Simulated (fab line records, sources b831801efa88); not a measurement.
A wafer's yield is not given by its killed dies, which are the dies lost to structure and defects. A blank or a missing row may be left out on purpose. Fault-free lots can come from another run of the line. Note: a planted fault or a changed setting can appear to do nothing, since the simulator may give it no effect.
Which tool was responsible?    flow sky130    72 wafers from 24 lots sampled at 4 of the route's 708 steps

== WHAT THE GAUGES SHOWED, per wafer ==
SKY_CAP2M_THK_MEAS_01. Usual: CAP2M_CVD_00_THK typically reads 15.48 nm, with standard deviation 0.22.
lot   measured      on             CAP2M_CVD_00_THK (nm)  flag
L074  day 39 05:25  film-metro-03  15.40 15.06 15.31      
L075  day 39 17:34  film-metro-04  15.30 15.41 15.79      
L076  day 40 04:33  film-metro-03  15.24 15.64 15.73      
L077  day 40 08:35  film-metro-01  15.28 15.60 15.41      
L079  day 40 21:32  film-metro-04  15.59 15.68 15.58      
L078  day 40 21:39  film-metro-04  15.26 15.43 15.45      
L080  day 41 06:11  film-metro-01  15.18 15.44 15.71      
L081  day 41 17:51  film-metro-04  15.33 15.45 15.40      
L082  day 41 19:25  film-metro-04  15.27 15.59 15.49      
L083  day 42 00:48  film-metro-01  15.08 14.77 14.93      
L084  day 42 15:25  film-metro-01  15.63 15.65 15.38      
L085  day 42 21:08  film-metro-04  15.19 15.49 15.76      
L086  day 43 02:28  film-metro-03  15.08 15.71 15.54      
L087  day 43 04:59  film-metro-01  15.22 15.65 15.47      
L088  day 43 17:08  film-metro-04  15.05 15.20 15.52      
L089  day 43 17:29  film-metro-04  15.73 15.40 15.78      
L090  day 44 08:58  film-metro-01  15.34 15.26 15.57      
L091  day 44 11:34  film-metro-03  15.59 15.34 15.69      
L092  day 44 13:49  film-metro-03  15.33 15.59 15.69      
L093  day 44 19:33  film-metro-03  15.15 15.50 15.65      
L094  day 45 06:12  film-metro-03  15.42 15.70 15.89      
L096  day 45 12:44  film-metro-04  15.52 15.30 15.66      
L095  day 45 19:20  film-metro-01  15.52 15.83 15.65      
L097  day 46 02:03  film-metro-01  15.29 15.59 15.42      

== EACH LOT AND THE TOOL THAT RAN IT (in order: tool; ch and the chambers of the sampled wafers; start) ==
lot   SKY_METAL3_ETCH_17                  SKY_VIA3_CVD_21                SKY_METAL4_SPUTTER_01
L074  rie-diel-04 ch 0,1, day 38 02:23    cvd-w-01 ch 0,1, day 39 04:35  pvd-sputter-03, day 39 05:16
L075  rie-diel-01 ch 0,1,2, day 38 13:32  cvd-w-02 ch 0,1, day 39 16:47  pvd-sputter-04, day 39 17:25
L076  rie-diel-02 ch 1,2,3, day 39 00:39  cvd-w-02 ch 0,1, day 40 03:46  pvd-sputter-03, day 40 04:23
L077  rie-diel-02 ch 1,2,3, day 39 04:22  cvd-w-01 ch 0,1, day 40 07:48  pvd-sputter-03, day 40 08:26
L079  rie-diel-01 ch 2,3, day 39 17:54    cvd-w-02 ch 0,1, day 40 20:45  pvd-sputter-04, day 40 21:22
L078  rie-diel-02 ch 0,1,3, day 39 18:14  cvd-w-01 ch 0,1, day 40 20:49  pvd-sputter-02, day 40 21:29
L080  rie-diel-01 ch 0,1,2, day 40 03:12  cvd-w-02 ch 0,1, day 41 05:23  pvd-sputter-02, day 41 06:00
L081  rie-diel-01 ch 0,2,3, day 40 14:49  cvd-w-01 ch 0,1, day 41 17:05  pvd-sputter-03, day 41 17:42
L082  rie-diel-02 ch 0,1,3, day 40 16:17  cvd-w-02 ch 0,1, day 41 18:38  pvd-sputter-03, day 41 19:15
L083  rie-diel-04 ch 0,2,3, day 40 21:24  cvd-w-02 ch 0,1, day 42 00:02  pvd-sputter-03, day 42 00:39
L084  rie-diel-01 ch 0,2, day 41 12:47    cvd-w-02 ch 0, day 42 14:38    pvd-sputter-03, day 42 15:16
L085  rie-diel-02 ch 0,2, day 41 18:11    cvd-w-01 ch 0, day 42 20:21    pvd-sputter-04, day 42 20:58
L086  rie-diel-02 ch 2,3, day 42 00:09    cvd-w-01 ch 0,1, day 43 01:38  pvd-sputter-02, day 43 02:17
L087  rie-diel-04 ch 0,1,2, day 42 02:22  cvd-w-01 ch 0,1, day 43 04:13  pvd-sputter-04, day 43 04:48
L088  rie-diel-02 ch 1,2,3, day 42 15:17  cvd-w-01 ch 0,1, day 43 16:20  pvd-sputter-03, day 43 16:58
L089  rie-diel-01 ch 0,1,3, day 42 16:14  cvd-w-02 ch 0,1, day 43 16:41  pvd-sputter-02, day 43 17:19
L090  rie-diel-02 ch 2,3, day 43 07:17    cvd-w-02 ch 0,1, day 44 08:11  pvd-sputter-02, day 44 08:48
L091  rie-diel-02 ch 0,2,3, day 43 09:51  cvd-w-02 ch 0,1, day 44 10:47  pvd-sputter-04, day 44 11:24
L092  rie-diel-01 ch 1,2,3, day 43 11:58  cvd-w-02 ch 0,1, day 44 13:01  pvd-sputter-03, day 44 13:38
L093  rie-diel-02 ch 0,1,3, day 43 17:56  cvd-w-02 ch 0,1, day 44 18:46  pvd-sputter-02, day 44 19:23
L094  rie-diel-02 ch 0,1,2, day 44 05:15  cvd-w-02 ch 0, day 45 05:18    pvd-sputter-04, day 45 06:02
L096  rie-diel-04 ch 0,1,3, day 44 12:42  cvd-w-02 ch 0,1, day 45 11:57  pvd-sputter-03, day 45 12:35
L095  rie-diel-04 ch 0,1,2, day 44 19:06  cvd-w-02 ch 0,1, day 45 18:34  pvd-sputter-03, day 45 19:11
L097  rie-diel-02 ch 2,3, day 45 02:29    cvd-w-01 ch 0,1, day 46 01:15  pvd-sputter-03, day 46 01:54
- SKY_METAL3_ETCH_17: etches SiO2 in C4F8/O2/Ar, stops on TiN, time 3.9 s, target depth 15 nm.
- SKY_VIA3_CVD_21: deposits W, target thk 390 nm, time 117.31 s.
- SKY_METAL4_SPUTTER_01: material TiN, target thk 20 nm, time 16.7 s.

== AS READ BY THE TOOLS THEMSELVES (means over the sampled wafers that have a number; for cases with no such wafer, the mark the record gives instead) ==
SKY_METAL3_ETCH_17. Usual: oes-product-au at 0.754 a.u., with a standard deviation of 0.0071.
lot   tool         oes-product-au (a.u.)  flag
L074  rie-diel-04  0.750                  
L075  rie-diel-01  0.748                  
L076  rie-diel-02  0.754                  
L077  rie-diel-02  0.752                  
L079  rie-diel-01  0.755                  
L078  rie-diel-02  0.756                  
L080  rie-diel-01  0.752                  
L081  rie-diel-01  0.747                  
L082  rie-diel-02  0.755                  
L083  rie-diel-04  0.755                  
L084  rie-diel-01  0.750                  
L085  rie-diel-02  0.756                  
L086  rie-diel-02  0.753                  
L087  rie-diel-04  0.755                  
L088  rie-diel-02  0.751                  
L089  rie-diel-01  0.758                  
L090  rie-diel-02  0.762                  
L091  rie-diel-02  0.755                  
L092  rie-diel-01  0.754                  
L093  rie-diel-02  0.752                  
L094  rie-diel-02  0.759                  
L096  rie-diel-04  0.758                  
L095  rie-diel-04  0.747                  
L097  rie-diel-02  0.754                  

SKY_VIA3_CVD_21. Usual: chamber-pressure-Torr 40.00 Torr, standard deviation 0.084; heater-power-w 901 W, standard deviation 79.
lot   tool      chamber-pressure-Torr (Torr)  heater-power-w (W)  flag
L074  cvd-w-01  39.93                         836                 
L075  cvd-w-02  40.06                         964                 
L076  cvd-w-02  40.13                         957                 
L077  cvd-w-01  39.98                         806                 
L079  cvd-w-02  39.90                         955                 
L078  cvd-w-01  39.97                         802                 
L080  cvd-w-02  40.00                         961                 
L081  cvd-w-01  40.03                         782                 
L082  cvd-w-02  39.93                         953                 
L083  cvd-w-02  40.00                         941                 
L084  cvd-w-02  39.97                         925                 
L085  cvd-w-01  40.03                         770                 
L086  cvd-w-01  40.04                         790                 
L087  cvd-w-01  40.02                         807                 
L088  cvd-w-01  40.00                         794                 
L089  cvd-w-02  40.01                         957                 
L090  cvd-w-02  40.06                         960                 
L091  cvd-w-02  40.01                         939                 
L092  cvd-w-02  39.98                         986                 
L093  cvd-w-02  39.98                         941                 
L094  cvd-w-02  39.92                         935                 
L096  cvd-w-02  40.05                         947                 
L095  cvd-w-02  40.04                         955                 
L097  cvd-w-01  39.98                         826                 

SKY_METAL4_SPUTTER_01. Usual: throttle-valve-pct at 30.1 %, with a standard deviation of 1.3.
lot   tool            throttle-valve-pct (%)  flag
L074  pvd-sputter-03  31.5                    
L075  pvd-sputter-04  29.9                    
L076  pvd-sputter-03  30.9                    
L077  pvd-sputter-03  30.6                    
L079  pvd-sputter-04  30.4                    
L078  pvd-sputter-02  28.9                    
L080  pvd-sputter-02  29.6                    
L081  pvd-sputter-03  29.9                    
L082  pvd-sputter-03  30.6                    
L083  pvd-sputter-03  31.2                    
L084  pvd-sputter-03  30.0                    
L085  pvd-sputter-04  30.7                    
L086  pvd-sputter-02  29.6                    
L087  pvd-sputter-04  30.0                    
L088  pvd-sputter-03  29.2                    
L089  pvd-sputter-02  29.6                    
L090  pvd-sputter-02  29.2                    
L091  pvd-sputter-04  30.4                    
L092  pvd-sputter-03  31.2                    
L093  pvd-sputter-02  29.4                    
L094  pvd-sputter-04  30.5                    
L096  pvd-sputter-03  30.4                    
L095  pvd-sputter-03  29.8                    
L097  pvd-sputter-03  31.2                    

== THE ANSWER, worked out from the rows above alone ==
Rule: take the mean of a lot's wafers that have a number; if it is more than 3 standard deviations from the usual mean, the lot is off. Also off: a lot with no number at a reading for which 4 or more lots have one. Where the step has rows for the other lots, those lots are counted as sound. After the gauges, taken in route order, come the tools' own readings; for these a lot's mean is taken, as printed above. At the first step where some lot is off, the reading lying furthest off is the one used; lots without a number count as furthest.
No lot is off on any of the readings shown, so nothing can be concluded from this.

== WHAT THE SIMULATOR HAD PUT IN ==
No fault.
